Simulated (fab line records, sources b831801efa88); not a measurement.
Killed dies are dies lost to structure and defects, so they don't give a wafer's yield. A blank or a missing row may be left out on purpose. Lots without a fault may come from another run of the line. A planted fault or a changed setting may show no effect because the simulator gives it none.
Which tool did it? | flow sky130 | 13 lots, 39 wafers sampled, at 2 steps of a route of 708

WHAT THE GAUGES READ, wafer by wafer
SKY_CONTACT_THK_MEAS_01.
lot  | measured     | on            | CONTACT_CVD_00_THK (nm)
L248 | day 30 11:35 | film_metro-02 | 74.3 75.2 75.5
L249 | day 30 21:51 | film_metro-01 | 74.5 75.9 75.7
L250 | day 30 23:04 | film_metro-02 | 74.0 75.0 74.6
L251 | day 31 07:41 | film_metro-02 | 75.1 75.2 76.7
L253 | day 31 23:09 | film_metro-03 | 74.0 74.8 75.6
L254 | day 32 08:11 | film_metro-01 | 73.5 75.0 75.0
L256 | day 33 03:02 | film_metro-02 | 75.6 74.7 75.5
L258 | day 33 18:21 | film_metro-01 | 74.8 75.8 75.6
L259 | day 34 05:53 | film_metro-01 | 76.1 76.7 77.0
L260 | day 34 09:14 | film_metro-03 | 75.1 75.0 74.5
L264 | day 35 21:05 | film_metro-01 | 74.6 73.5 75.6
L268 | day 36 23:17 | film_metro-02 | 75.4 75.4 76.4
L271 | day 37 20:54 | film_metro-02 | 73.3 75.6 75.9

SKY_CONTACT_OVL_MEAS_15.
lot  | measured     | on         | CONTACT_OVL (nm)
L248 | day 31 15:39 | overlay-01 | 6 14 6
L249 | day 32 02:24 | overlay-02 | -6 -6 -3
L250 | day 32 02:57 | overlay-01 | 6 6 13
L251 | day 32 11:33 | overlay-02 | 4 11 14
L253 | day 33 03:16 | overlay-01 | 6 4 11
L254 | day 33 12:22 | overlay-01 | 9 -1 -4
L256 | day 34 06:00 | overlay-01 | 10 6 12
L258 | day 34 21:25 | overlay-01 | 5 0 9
L259 | day 35 09:27 | overlay-02 | -3 3 -15
L260 | day 35 12:21 | overlay-02 | -6 1 -1
L264 | day 36 23:10 | overlay-02 | 8 -3 7
L268 | day 38 01:21 | overlay-01 | 1 -3 3
L271 | day 38 23:16 | overlay-01 | 1 5 6

WHICH TOOL RAN EACH LOT (tool, then ch and the chambers of the sampled wafers, then the start)
The record holds no process step before these readings.

WHAT THE TOOLS THEMSELVES READ (means of the sampled wafers that have a number; where no wafer has one, the mark that the record gives instead)
The record holds no such reading with a usual standard deviation.

THE ANSWER, worked out from the rows above alone
Rule: what is usual is taken from the lots themselves. Put in order of their means at a reading, lots are off if they are a third of the lots or fewer, leave a main group of 4 or more, and stand apart from it by a gap of 3 or more times the standard deviation of the main group's means; of several such gaps the widest counts. A main group whose means are all the same, to the digits that the tables above print for the reading, isn't used. A lot without any number at a reading at which 4 lots or more have one is off too. The other lots that the step has rows for count as sound. The gauges are gone through in route order, then the tools' own readings, and for those a lot's mean is taken as printed above. The first step at which some lot is off is used, and at that step the reading that is off furthest; a lot without a number counts as furthest.
No lot is off at any reading shown: from this, nothing can be told.

WHAT THE SIMULATOR HAD PUT IN
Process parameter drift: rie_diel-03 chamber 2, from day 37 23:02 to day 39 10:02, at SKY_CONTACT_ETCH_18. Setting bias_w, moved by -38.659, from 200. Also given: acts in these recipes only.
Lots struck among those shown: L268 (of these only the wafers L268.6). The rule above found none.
